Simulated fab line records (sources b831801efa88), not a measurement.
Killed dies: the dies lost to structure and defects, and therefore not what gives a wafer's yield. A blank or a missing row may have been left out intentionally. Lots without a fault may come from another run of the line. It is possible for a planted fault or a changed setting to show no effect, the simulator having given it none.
Problem report in the 8D (eight disciplines) form, filled by code    flow sky130    the parts of the form that need people (team, actions taken, sign-off) are left out

1. THE ISSUE
At SKY_FIELD_ISO_ETCH_14, runLengthS averages 50.1 s over 3 wafers from 2 lots, while fault-free wafers read 74.1 s, standard deviation 0.55. Relative to the usual mean, that is a shift of -44 standard deviations.
The step: etches BARC in N2/H2, stops on SiO2, time 45.9 s, target depth 60 nm.
The first sign was on wafer L788.2 at day 3 17:51, on rieDiel-01. The record holds 40 wafers of 14 lots with a number at this step. Rule for "out", or "out of limits": more than 4 standard deviations from the usual mean. Any other wafer with a number is counted as sound.

2. WHAT IT IS AND WHAT IT IS NOT
question                     is                        is not
which readings at this step  runLengthS, oesProductAu  drypumpMotorCurrentA, throttleValvePct
which lots                   L788, L794                L781, L782, L783, L784, L785, L786, L798, L799, L800, L802, L803, L804
which wafers of those lots   L788.2, L794.2, L794.6    L788.4
read on which tools          rieDiel-01                rieDiel-03, rieDiel-04
when                         from day 3 17:51          up to then (19 sound wafers); but 18 sound wafers of L798, L799, L800, L802, L803, L804 came after

3. THE SUSPECTS, EACH WITH WHAT RULES IT OUT
Counting: a tool at a process step up to the reading stays a suspect if it ran every lot that is out. Sound lots after the first of them don't rule it out here, since some wafers of a struck lot are sound.
- rieDiel-01 at SKY_FIELD_ISO_ETCH_14 (etches BARC in N2/H2, stops on SiO2, time 45.9 s, target depth 60 nm): kept. Every lot that is out went through it, the first being L788 (day 3 17:51); the last sound lot it ran before that was L785 (day 3 03:41). Its own readings are out on those wafers: oesProductAu, runLengthS.
Remaining after the count: rieDiel-01 at SKY_FIELD_ISO_ETCH_14.

4. THE CAUSE (what the simulator had put in)
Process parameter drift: rieDiel-01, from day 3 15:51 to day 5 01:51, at SKY_FIELD_ISO_ETCH_14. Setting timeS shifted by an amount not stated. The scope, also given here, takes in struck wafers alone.
Only this tool survived the counting.

5. THE CHAIN OF EFFECTS, in route order
Rows list readings where the struck wafers' mean (over those with a number) sits beyond 3 standard deviations from the usual. Readings are gone through only where the record gives a usual standard deviation; hours: the median, over the lots, of the time from a lot's start at the first step in this table giving one to that lot's start at this step; sigmas: the change measured in usual standard deviations.
hours  step                    reading               usual       on struck wafers  change  sigmas
0      SKY_FIELD_ISO_ETCH_14   oesProductAu          0.854 a.u.  0.985             +0.131  +27
0      SKY_FIELD_ISO_ETCH_14   runLengthS            74.1 s      50.1              -24.0   -44
0      SKY_FIELD_ISO_ETCH_15   oesProductAu          0.946 a.u.  0.371             -0.575  -90
0      SKY_FIELD_ISO_ETCH_15   throttleValvePct      8.845 %     8.673             -0.172  -19
0      SKY_FIELD_ISO_STRIP_16  stripTimeToEndpointS  3.58 s      3.84              +0.26   +5.4
Its process steps:
- SKY_FIELD_ISO_ETCH_14: etches BARC in N2/H2, stops on SiO2, time 45.9 s, target depth 60 nm.
- SKY_FIELD_ISO_ETCH_15: etches the open film in CHF3/O2, stops on Si, target depth 180 nm, time 72 s.
- SKY_FIELD_ISO_STRIP_16: strips in O2/N2.

6. HOW IT WOULD HAVE BEEN CAUGHT EARLIER
2 hours passed between the start of the fault at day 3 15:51 and the first reading out of limits in this record, taken at day 3 17:51.
